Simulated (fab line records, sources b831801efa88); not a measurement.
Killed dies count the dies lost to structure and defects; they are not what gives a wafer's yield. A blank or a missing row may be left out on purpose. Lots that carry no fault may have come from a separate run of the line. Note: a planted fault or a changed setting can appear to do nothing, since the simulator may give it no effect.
Matching of chambers || flow sky130 || rieDiel-01 running SKY_POLY_GATE_ETCH_16: 4 sister chambers
The step etches Si3N4 in CH3F/O2, stops on poly-Si, time 147.5 s, target depth 75 nm. 8 wafers are shown with their chamber, then 9 later ones without.

== EACH WAFER AND ITS CHAMBER ==
{"wafer": "L077.4", "chamber": 1, "drypumpMotorCurrentA (A)": 6.0, "oesProductAu (a.u.)": 0.645}
{"wafer": "L080.3", "chamber": 2, "drypumpMotorCurrentA (A)": 6.3, "oesProductAu (a.u.)": 0.631}
{"wafer": "L084.1", "chamber": 2, "drypumpMotorCurrentA (A)": 6.2, "oesProductAu (a.u.)": 0.635}
{"wafer": "L084.3", "chamber": 3, "drypumpMotorCurrentA (A)": 5.7, "oesProductAu (a.u.)": 0.635}
{"wafer": "L087.1", "chamber": 1, "drypumpMotorCurrentA (A)": 6.0, "oesProductAu (a.u.)": 0.629}
{"wafer": "L088.4", "chamber": 0, "drypumpMotorCurrentA (A)": 4.9, "oesProductAu (a.u.)": 0.644}
{"wafer": "L088.5", "chamber": 0, "drypumpMotorCurrentA (A)": 4.9, "oesProductAu (a.u.)": 0.642}
{"wafer": "L088.6", "chamber": 3, "drypumpMotorCurrentA (A)": 5.7, "oesProductAu (a.u.)": 0.633}

== WAFERS MISSING THEIR CHAMBER ==
{"wafer": "L090.1", "drypumpMotorCurrentA (A)": 6.0, "oesProductAu (a.u.)": 0.632}
{"wafer": "L090.2", "drypumpMotorCurrentA (A)": 5.7, "oesProductAu (a.u.)": 0.634}
{"wafer": "L090.5", "drypumpMotorCurrentA (A)": 6.2, "oesProductAu (a.u.)": 0.636}
{"wafer": "L092.2", "drypumpMotorCurrentA (A)": 6.3, "oesProductAu (a.u.)": 0.637}
{"wafer": "L092.4", "drypumpMotorCurrentA (A)": 4.9, "oesProductAu (a.u.)": 0.643}
{"wafer": "L092.6", "drypumpMotorCurrentA (A)": 6.2, "oesProductAu (a.u.)": 0.634}
{"wafer": "L097.1", "drypumpMotorCurrentA (A)": 4.9, "oesProductAu (a.u.)": 0.630}
{"wafer": "L097.5", "drypumpMotorCurrentA (A)": 6.3, "oesProductAu (a.u.)": 0.641}
{"wafer": "L097.6", "drypumpMotorCurrentA (A)": 6.0, "oesProductAu (a.u.)": 0.634}

== EACH ONE'S CHAMBER ==
{"wafer": "L090.1", "from the rows above": 1, "in truth": 1}
{"wafer": "L090.2", "from the rows above": 3, "in truth": 3}
{"wafer": "L090.5", "from the rows above": 2, "in truth": 2}
{"wafer": "L092.2", "from the rows above": 2, "in truth": 2}
{"wafer": "L092.4", "from the rows above": 0, "in truth": 0}
{"wafer": "L092.6", "from the rows above": 2, "in truth": 2}
{"wafer": "L097.1", "from the rows above": 0, "in truth": 0}
{"wafer": "L097.5", "from the rows above": 2, "in truth": 2}
{"wafer": "L097.6", "from the rows above": 1, "in truth": 1}
Correctly placed: 9 of 9. Can't be placed from these rows: 0. 0 placed wrongly.
How it was worked out, from the rows above alone: a wafer's distance from a chamber is the root of the sum, over the readings, of the square of ((its reading less the chamber's mean) divided by the reading's scatter). The wafer belongs to the nearest chamber; if the next one is less than 2 further off, it can't be placed. A chamber's mean is the mean of its shown wafers. How the scatter is found: for the shown wafers, subtract from each reading the mean of its chamber, square and add these, divide the total by (wafers less chambers), then take the root.
